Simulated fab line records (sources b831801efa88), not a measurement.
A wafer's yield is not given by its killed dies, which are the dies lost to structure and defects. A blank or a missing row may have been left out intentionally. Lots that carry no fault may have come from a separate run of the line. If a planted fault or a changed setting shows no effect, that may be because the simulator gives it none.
fab line records -- flow sky130 -- part 2 of 2: steps 35 to 46 of 46
record lots=5, wafers=15, lastDay=49
route steps=708 shown NWELL@57 PWDE@84 VT_ADJUST_HVTP@85 VT_ADJUST_LVTN@97
lots untouched by any fault: they come from a run of this same line in which no faults occurred
startH: hours from the record's first day to the start of the lot's first wafer shown -- waitH: time in hours since the lot's previous step -- " the same as in the row above -- L1.1+2: one row covering several wafers at once -- - either no value or no given start -- * or withheld: withheld -- < > ~ a bound
route shown NAME@n: a module of which the file shows steps, and the number in the route of the first -- usual: mean and standard deviation over wafers with no fault -- same: alike in all rows -- chamber/n: place in a boat -- sites: the reading at each site -- _std_site: standard deviation across them -- _edge_site: the outer-site mean with the inner-site mean subtracted -- radiusMm: for every site, how far away it sits from the centre of the wafer -- mask NAME#n: copy n -- behind: tool/chamber where the wafer was last shaped -- hold: cause of the lot's hold/its duration in hours/its outcome -- device: whichever transistor did not switch (one of n, p or np) -- end of line: at the end of the route, the tests of the same wafers -- a step with no rows: only its recipe -- killed: the dies lost at the first sort to structure and to defects; this is not the yield of the wafer -- map: per-die view of a wafer (x killed, . not killed, _ where there is no die)
set.NAME: the setting as run; set.NAME@STEP: as run at that earlier step -- model.NAME: the simulator's own value behind a step, which no gauge read
certain route steps with their lots: each step a table, each wafer a row
services: a tool's chamber out of use, with start hour (startH, from the record's first day; less than 0 if before it), hours out, and reason
## steps
# step SKY_VT_ADJUST_HVTP_CD_MEAS_07
# recipe targetCdNm=380
# usual cdNm=380.2/2.5
lot.wafer,tool,chamber,startH,waitH,cdNm
L077.1,cdSem-02,-,141.08,0.1,380.4
L077.3,cdSem-02,-,141.08,0.1,380.4
L077.6,cdSem-02,-,141.08,0.1,381.4
L081.2,cdSem-02,-,167.16,0.1,379.3
L081.3,cdSem-02,-,167.16,0.1,378.6
L081.4,cdSem-02,-,167.16,0.1,382.3
L083.2,cdSem-02,-,179.75,0.1,379.4
L083.4,cdSem-02,-,179.75,0.1,377.4
L083.6,cdSem-02,-,179.75,0.1,380.2
L092.1,cdSem-02,-,233.85,0.1,379.0
L092.4,cdSem-02,-,233.85,0.1,381.7
L092.6,cdSem-02,-,233.85,0.1,379.5
L093.4,cdSem-01,-,237.84,0.1,379.4
L093.5,cdSem-01,-,237.84,0.1,380.6
L093.6,cdSem-01,-,237.84,0.1,379.0
# step SKY_VT_ADJUST_HVTP_OVL_MEAS_08
# usual VT_ADJUST_HVTP_OVL=-0.8/1.4
lot.wafer,tool,chamber,startH,waitH,VT_ADJUST_HVTP_OVL[nm]
L077.1,overlay-01,-,141.20,0.1,-0.8
L077.3,overlay-01,-,141.20,0.1,-2.3
L077.6,overlay-01,-,141.20,0.1,-1.0
L081.2,overlay-01,-,167.27,0.1,0.1
L081.3,overlay-01,-,167.27,0.1,-0.4
L081.4,overlay-01,-,167.27,0.1,0.5
L083.2,overlay-02,-,179.86,0.1,-1.4
L083.4,overlay-02,-,179.86,0.1,-1.4
L083.6,overlay-02,-,179.86,0.1,-0.8
L092.1,overlay-01,-,233.97,0.1,-1.5
L092.4,overlay-01,-,233.97,0.1,1.3
L092.6,overlay-01,-,233.97,0.1,0.7
L093.4,overlay-01,-,237.92,0.1,-1.2
L093.5,overlay-01,-,237.92,0.1,-1.6
L093.6,overlay-01,-,237.92,0.1,-1.5
# step SKY_VT_ADJUST_HVTP_IMPLANT_09
# recipe species=As, energyKev=150, doseCm2=4.3e+12, tiltDeg=withheld
# same implantIonAmu=75
lot.wafer,tool,chamber,startH,waitH
L077.1+3+6,implanter-02,0,141.24,0.0
L081.2+3+4,implanter-03,0,167.32,0.0
L083.2+4+6,implanter-01,0,179.91,0.0
L092.1+4+6,implanter-01,0,234.14,0.2
L093.4+5+6,implanter-01,0,238.01,0.1
# step SKY_VT_ADJUST_HVTP_STRIP_10
# recipe chemistry=O2/N2, powerW=1400, pressureMtorr=1500, platenTempC=withheld, o2FlowSccm=3000, n2FlowSccm=300, overashFraction=0.5
# usual drypumpMotorCurrentA=5.7/0.38, oesProductAu=0.716/0.0041, stripTimeToEndpointS=14.18/0.043
# same overashFraction=0.5
lot.wafer,tool,chamber,startH,waitH,drypumpMotorCurrentA,oesProductAu,rfHoursCounterH,stripTimeToEndpointS
L077.1,plasmaAsher-02,1,141.39,0.1,6.4,0.719,47,14.15
L077.3,plasmaAsher-02,1,141.39,0.1,6.4,0.722,-,14.16
L077.6,plasmaAsher-02,0,141.39,0.1,5.6,0.718,-,14.20
L081.2,plasmaAsher-03,0,167.45,0.1,5.3,0.712,33,14.23
L081.3,plasmaAsher-03,0,167.45,0.1,5.3,0.717,-,14.28
L081.4,plasmaAsher-03,1,167.45,0.1,5.2,0.711,-,14.21
L083.2,plasmaAsher-04,0,180.04,0.1,5.7,0.716,6,14.26
L083.4,plasmaAsher-04,1,180.04,0.1,5.8,0.722,-,14.25
L083.6,plasmaAsher-04,0,180.04,0.1,5.7,0.722,-,14.20
L092.1,plasmaAsher-04,0,234.29,0.1,5.7,0.724,11,14.21
L092.4,plasmaAsher-04,0,234.29,0.1,5.7,0.727,-,14.21
L092.6,plasmaAsher-04,0,234.29,0.1,5.7,0.715,-,14.21
L093.4,plasmaAsher-03,1,238.12,0.1,5.2,0.712,-,14.20
L093.5,plasmaAsher-03,1,238.12,0.1,5.2,0.718,-,14.13
L093.6,plasmaAsher-03,0,238.12,0.1,5.3,0.713,-,14.13
# step SKY_VT_ADJUST_HVTP_TW_MEAS_11
# usual VT_ADJUST_HVTP_TW=1360/10
lot.wafer,tool,chamber,startH,waitH,VT_ADJUST_HVTP_TW
L077.1,filmMetro-01,-,141.49,0.1,1343
L077.3,filmMetro-01,-,141.49,0.1,1339
L077.6,filmMetro-01,-,141.49,0.1,1334
L081.2,filmMetro-02,-,167.56,0.1,1354
L081.3,filmMetro-02,-,167.56,0.1,1362
L081.4,filmMetro-02,-,167.56,0.1,1356
L083.2,filmMetro-02,-,180.15,0.1,1358
L083.4,filmMetro-02,-,180.15,0.1,1340
L083.6,filmMetro-02,-,180.15,0.1,1349
L092.1,filmMetro-01,-,234.40,0.1,1356
L092.4,filmMetro-01,-,234.40,0.1,1356
L092.6,filmMetro-01,-,234.40,0.1,1358
L093.4,filmMetro-04,-,238.22,0.1,1368
L093.5,filmMetro-04,-,238.22,0.1,1362
L093.6,filmMetro-04,-,238.22,0.1,1368
# step SKY_VT_ADJUST_LVTN_DEHYDRATE_00
# recipe tempC=200, timeS=60
lot.wafer,tool,chamber,startH,waitH
L077.1+3+6,lithoTrack-03,0,150.69,9.2
L081.2+3+4,lithoTrack-02,0,176.87,9.3
L083.2+4+6,lithoTrack-02,0,189.97,9.8
L092.1+4+6,lithoTrack-01,0,245.23,10.8
L093.4+5+6,lithoTrack-03,0,249.26,11.0
# step SKY_VT_ADJUST_LVTN_HMDS_01
# recipe primeTimeS=60, primeTempC=120
lot.wafer,tool,chamber,startH,waitH
L077.1+3+6,lithoTrack-03,0,150.84,0.1
L081.2+3+4,lithoTrack-02,0,177.02,0.1
L083.2+4+6,lithoTrack-02,0,190.12,0.1
L092.1+4+6,lithoTrack-01,0,245.38,0.1
L093.4+5+6,lithoTrack-03,0,249.41,0.1
# step SKY_VT_ADJUST_LVTN_COAT_02
# recipe spinRpm=2000, resistThkNm=3000
lot.wafer,tool,chamber,startH,waitH
L077.1+3+6,lithoTrack-03,0,150.99,0.1
L081.2+3+4,lithoTrack-02,0,177.17,0.1
L083.2+4+6,lithoTrack-02,0,190.27,0.1
L092.1+4+6,lithoTrack-01,0,245.53,0.1
L093.4+5+6,lithoTrack-03,0,249.56,0.1
# step SKY_VT_ADJUST_LVTN_SOFTBAKE_03
# recipe tempC=110, timeS=withheld
lot.wafer,tool,chamber,startH,waitH
L077.1+3+6,lithoTrack-03,0,151.14,0.1
L081.2+3+4,lithoTrack-02,0,177.33,0.1
L083.2+4+6,lithoTrack-02,0,190.43,0.1
L092.1+4+6,lithoTrack-01,0,245.68,0.1
L093.4+5+6,lithoTrack-03,0,249.74,0.1
# step SKY_VT_ADJUST_LVTN_EXPOSE_04
# recipe maskId=NWM_COMPLEMENT_LESS_NATIVE, na=0.6, sourceShape=conventional, sigmaOuter=0.6, polarization=unpolarized, targetCdNm=840, doseMj=194
# usual stageVelMmS=500.00/0.23
lot.wafer,tool,chamber,startH,waitH,mask,stageVelMmS
L077.1,ilineStepper-02,0,-,-,NWM_COMPLEMENT_LESS_NATIVE#0,500.22
L077.3,ilineStepper-02,0,-,-,NWM_COMPLEMENT_LESS_NATIVE#0,500.08
L077.6,ilineStepper-02,0,-,-,NWM_COMPLEMENT_LESS_NATIVE#0,499.88
L081.2,ilineStepper-02,0,-,-,NWM_COMPLEMENT_LESS_NATIVE#0,499.63
L081.3,ilineStepper-02,0,-,-,NWM_COMPLEMENT_LESS_NATIVE#0,500.04
L081.4,ilineStepper-02,0,-,-,NWM_COMPLEMENT_LESS_NATIVE#0,499.84
L083.2,ilineStepper-01,0,-,-,NWM_COMPLEMENT_LESS_NATIVE#0,500.08
L083.4,ilineStepper-01,0,-,-,NWM_COMPLEMENT_LESS_NATIVE#0,499.88
L083.6,ilineStepper-01,0,-,-,NWM_COMPLEMENT_LESS_NATIVE#0,499.57
L092.1,ilineStepper-02,0,-,-,NWM_COMPLEMENT_LESS_NATIVE#0,500.00
L092.4,ilineStepper-02,0,-,-,NWM_COMPLEMENT_LESS_NATIVE#0,499.84
L092.6,ilineStepper-02,0,-,-,NWM_COMPLEMENT_LESS_NATIVE#0,499.96
L093.4,ilineStepper-02,0,-,-,NWM_COMPLEMENT_LESS_NATIVE#0,500.19
L093.5,ilineStepper-02,0,-,-,NWM_COMPLEMENT_LESS_NATIVE#0,500.58
L093.6,ilineStepper-02,0,-,-,NWM_COMPLEMENT_LESS_NATIVE#0,500.11
# step SKY_VT_ADJUST_LVTN_PEB_05
# recipe tempC=115, timeS=withheld
lot.wafer,tool,chamber,startH,waitH
L077.1+3+6,lithoTrack-02,0,-,-
L081.2+3+4,lithoTrack-01,0,-,-
L083.2+4+6,lithoTrack-01,0,-,-
L092.1+4+6,lithoTrack-02,0,-,-
L093.4+5+6,lithoTrack-02,0,-,-
# step SKY_VT_ADJUST_LVTN_DEVELOP_06
# recipe wallAngleDeg=90, developer=TMAH, developTimeS=60, devTempC=23
lot.wafer,tool,chamber,startH,waitH
L077.1+3+6,lithoTrack-02,0,-,-
L081.2+3+4,lithoTrack-01,0,-,-
L083.2+4+6,lithoTrack-01,0,-,-
L092.1+4+6,lithoTrack-02,0,-,-
L093.4+5+6,lithoTrack-02,0,-,-
## services
tool,chamber,startH,hours,kind
plasmaAsher-04,-,77.84,28.1,pm
implanter-03,-,82.65,0.7,repair
ilineStepper-02,-,89.20,8.6,repair
wetBench-01,-,93.06,5.9,repair
ilineStepper-02,-,105.77,2.1,pm
plasmaAsher-01,-,108.12,3.6,repair
plasmaAsher-04,-,108.75,9.0,pm
plasmaAsher-04,-,111.08,3.7,repair
implanter-01,-,117.88,3.0,repair
plasmaAsher-04,-,119.83,3.0,repair
ilineStepper-01,-,122.30,1.7,pm
implanter-02,-,152.21,3.5,repair
ilineStepper-02,-,159.21,1.7,pm
implanter-01,-,166.03,2.8,repair
ilineStepper-01,-,166.14,18.6,repair
implanter-01,-,185.57,4.3,pm
implanter-02,-,211.35,4.5,repair
implanter-02,-,215.81,3.2,pm
implanter-02,-,220.33,13.1,pm
implanter-04,-,222.99,20.4,pm
ilineStepper-02,-,232.44,4.6,repair
implanter-03,-,233.70,1.7,repair
implanter-04,-,248.29,2.4,repair
implanter-01,-,253.56,2.3,repair
